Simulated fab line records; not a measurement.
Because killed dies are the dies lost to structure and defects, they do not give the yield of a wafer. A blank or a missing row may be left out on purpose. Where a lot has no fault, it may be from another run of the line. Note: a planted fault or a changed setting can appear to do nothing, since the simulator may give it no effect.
A lot that was struck, set against a sound lot    flow sfq_line    42 out of 325 route steps
Sound: wafers L325.1, L325.2, L325.3. Struck: wafer L331.4 (left out: L331.1, L331.2 of the same lot, which were not struck); the cause appears at the end.
Per side, at each step with rows, come the tool, then ch with its chambers, and then its first start. Under that, the readings that differ: sound wafers    struck wafers    difference of the means    sigmas: that difference in standard deviations of wafers without a fault.
alike: readings with means less than 2 such deviations apart, plus words and numbers identical on both sides. not compared: withheld readings, readings lacking a value on some wafer, bounds such as >300 that could conceal the same value, and numbers that have no deviation in the record and whose values overlap.
Wherever a step has rows on one side only, a row that says differs or no value, or a row with sigmas, the two part there. Numbers that have no deviation but don't overlap get no sigmas and don't part them. A reading missing from all wafers of one side parts the sides only when that side holds two or more wafers.

first, 6 steps without rows for these wafers: SFQ_TRILAYER_I6_VIA_LITHO_COAT_174 (resist thk 63.19 nm); SFQ_TRILAYER_I6_VIA_LITHO_COAT_169 (resist thk 650 nm); SFQ_TRILAYER_I6_VIA_LITHO_SOFTBAKE_173; SFQ_TRILAYER_I6_VIA_LITHO_EXPOSE_170 (exposes mask I6, target cd 700 nm); SFQ_TRILAYER_I6_VIA_LITHO_PEB_172 (peb time 60 s); SFQ_TRILAYER_I6_VIA_LITHO_DEVELOP_171 (time 60 s).
SFQ_I6_OVL_MEAS_942:
  struck on overlay-02, day 74 15:43; sound on overlay-02, day 73 04:32
reading      sound     struck  difference  sigmas
I6_OVL (nm)  -9 -3 -5  21      +27         +4
then, 5 steps without rows for these wafers: SFQ_TRILAYER_I6_VIA_BARC_OPEN_VIA_ETCH_235 (etches BARC in O2, target depth 125 nm, time 41.7 s); SFQ_TRILAYER_I6_VIA_ETCH_VIA_ETCH_172 (etches SiO2 in CHF3, stops on Nb, target depth 260 nm); SFQ_TRILAYER_I6_VIA_STRIP_STRIP_173 (strips in O2); SFQ_TRILAYER_I6_VIA_STRIP_SOLV_CLEAN_174 (cleans in NMP, time 600 s); SFQ_TRILAYER_M7_DEP_PRE_CLEAN_176 (time 22.5 s).
SFQ_TRILAYER_M7_DEP_SPUTTER_175: material Nb, target thk 200 nm, time 133.3 s.
  struck on pvd_sputter-04, day 74 16:43; sound on pvd_sputter-04, day 73 05:43
reading                                              sound                 struck  difference  sigmas
cathode_dc_power_W (W)                               1999.8 2000.0 1999.3  2284.7  +285.0      +99 or more
model.Nb_of_TRILAYER_M7_DEP_SPUTTER_175.thk_nm (nm)  202.6 202.2 201.9     229.4   +27.2       
  alike: throttle_valve_pct
SFQ_M7_RS_MEAS_943: measurement is done with a four-point probe.
  struck on film_metro-04, day 74 16:48; sound on film_metro-01, day 73 05:48
reading            sound              struck  difference  sigmas
M7_NB_RS (ohm/sq)  0.878 0.881 0.882  0.773   -0.107      -11
then, 6 steps without rows for these wafers: SFQ_TRILAYER_M7_LITHO_COAT_182 (resist thk 62 nm); SFQ_TRILAYER_M7_LITHO_COAT_177 (resist thk 600 nm); SFQ_TRILAYER_M7_LITHO_SOFTBAKE_181; SFQ_TRILAYER_M7_LITHO_EXPOSE_178 (exposes mask M7, target cd 500 nm); SFQ_TRILAYER_M7_LITHO_PEB_180 (peb time 60 s); SFQ_TRILAYER_M7_LITHO_DEVELOP_179 (time 60 s).
-- the record jumps here: 4 days lie between the struck wafers' starts before and after --
SFQ_M7_OVL_MEAS_945:
  struck on overlay-01, day 78 20:38; sound on overlay-01, day 77 01:26
  alike: M7_OVL
SFQ_TRILAYER_M7_BARC_OPEN_METAL_ETCH_229: etches BARC in O2, target depth 125 nm, time 41.7 s.
  sound on rie_metal-01 ch 0,1, day 77 01:29; struck on rie_metal-03 ch 1, day 78 20:40
  alike: drypump_motor_current_A, oes_product_au
  not compared: rf_hours_counter_h
SFQ_TRILAYER_M7_ETCH_METAL_ETCH_180: etches Nb in Cl2/Ar, stops on SiO2, target depth 240 nm, time 120 s.
  sound on rie_metal-01 ch 0,1, day 77 01:32; struck on rie_metal-03 ch 1, day 78 20:43
reading                sound              struck  difference  sigmas
oes_product_au (a.u.)  0.911 0.898 0.900  0.968   +0.065      +8
  alike: drypump_motor_current_A
  not compared: rf_hours_counter_h
SFQ_TRILAYER_M7_STRIP_STRIP_181: strips in O2.
  sound on rie_metal-01 ch 0,1, day 77 01:40; struck on rie_metal-03 ch 1, day 78 20:51
  alike: drypump_motor_current_A, oes_product_au, platen_temp_c
  not compared: rf_hours_counter_h
then, 3 steps without rows for these wafers: SFQ_TRILAYER_M7_STRIP_SOLV_CLEAN_182 (cleans in NMP, time 600 s); SFQ_TRILAYER_I7_DEP_PECVD_183 (deposits SiO2 from SiH4/N2O, time 111.11 s, target thk 500 nm); SFQ_TRILAYER_I7_CMP_CMP_184 (polishes SiO2).
SFQ_I7_BOW_MEAS_946:
  struck on film_metro-02, day 79 00:42; sound on film_metro-02, day 77 06:13
  alike: I7_BOW
SFQ_TRILAYER_I7_METRO_MEASURE_185:
  struck on film_metro-02, day 79 00:49; sound on film_metro-02, day 77 06:20
  alike: thk_nm
then, 6 steps without rows for these wafers: SFQ_TRILAYER_I7_VIA_LITHO_COAT_192 (resist thk 62 nm); SFQ_TRILAYER_I7_VIA_LITHO_COAT_187 (resist thk 650 nm); SFQ_TRILAYER_I7_VIA_LITHO_SOFTBAKE_191; SFQ_TRILAYER_I7_VIA_LITHO_EXPOSE_188 (exposes mask I7, target cd 1000 nm); SFQ_TRILAYER_I7_VIA_LITHO_PEB_190 (peb time 60 s); SFQ_TRILAYER_I7_VIA_LITHO_DEVELOP_189 (time 60 s).
SFQ_I7_OVL_MEAS_947:
  struck on overlay-01, day 79 04:16; sound on overlay-01, day 77 09:47
reading      sound   struck  difference  sigmas
I7_OVL (nm)  2 1 -1  -12     -13         -2
SFQ_TRILAYER_I7_VIA_BARC_OPEN_VIA_ETCH_260: etches BARC in O2, target depth 125 nm, time 41.7 s.
  sound on rie_diel-02 ch 1,2,3, day 77 09:49; struck on rie_diel-01 ch 0, day 79 04:19
reading                 sound    struck  difference  sigmas
rf_hours_counter_h (h)  4 17 18  20      +7          
  alike: drypump_motor_current_A, oes_product_au
SFQ_TRILAYER_I7_VIA_ETCH_VIA_ETCH_190: etches SiO2 in CHF3, stops on Nb, target depth 260 nm.
  sound on rie_diel-02 ch 1,2,3, day 77 09:52; struck on rie_diel-01 ch 0, day 79 04:21
  alike: drypump_motor_current_A, oes_product_au
then, 3 steps without rows for these wafers: SFQ_TRILAYER_I7_VIA_STRIP_STRIP_191 (strips in O2); SFQ_TRILAYER_I7_VIA_STRIP_SOLV_CLEAN_192 (cleans in NMP, time 600 s); SFQ_TRILAYER_M8_LITHO_LOR_COAT_197.
-- the record jumps here: 5 days lie between the struck wafers' starts before and after --
SFQ_M8_BOW_MEAS_951:
  struck on film_metro-04, day 83 17:41; sound on film_metro-03, day 81 16:06
reading                  sound                 struck  difference  sigmas
model.etest.m7.ohm_um    1.75 1.764 1.767      1.554   -0.206      
model.etest.i6.link_ohm  1.86 1.869 1.865      1.765   -0.100      
model.etest.m7.ohm_sq    0.8792 0.8808 0.8819  0.7763  -0.1043     
model.etest.i7.link_ohm  1.038 1.042 1.042     0.9403  -0.1004     
  alike: M8_BOW

WHERE THEY PART
Last at SFQ_I7_OVL_MEAS_947 as far as this record goes, first at SFQ_I6_OVL_MEAS_942. Later steps at which nothing parts them and some readings are alike: SFQ_TRILAYER_I7_VIA_BARC_OPEN_VIA_ETCH_260, SFQ_TRILAYER_I7_VIA_ETCH_VIA_ETCH_190, SFQ_M8_BOW_MEAS_951.

WHY: what had been put in by the simulator
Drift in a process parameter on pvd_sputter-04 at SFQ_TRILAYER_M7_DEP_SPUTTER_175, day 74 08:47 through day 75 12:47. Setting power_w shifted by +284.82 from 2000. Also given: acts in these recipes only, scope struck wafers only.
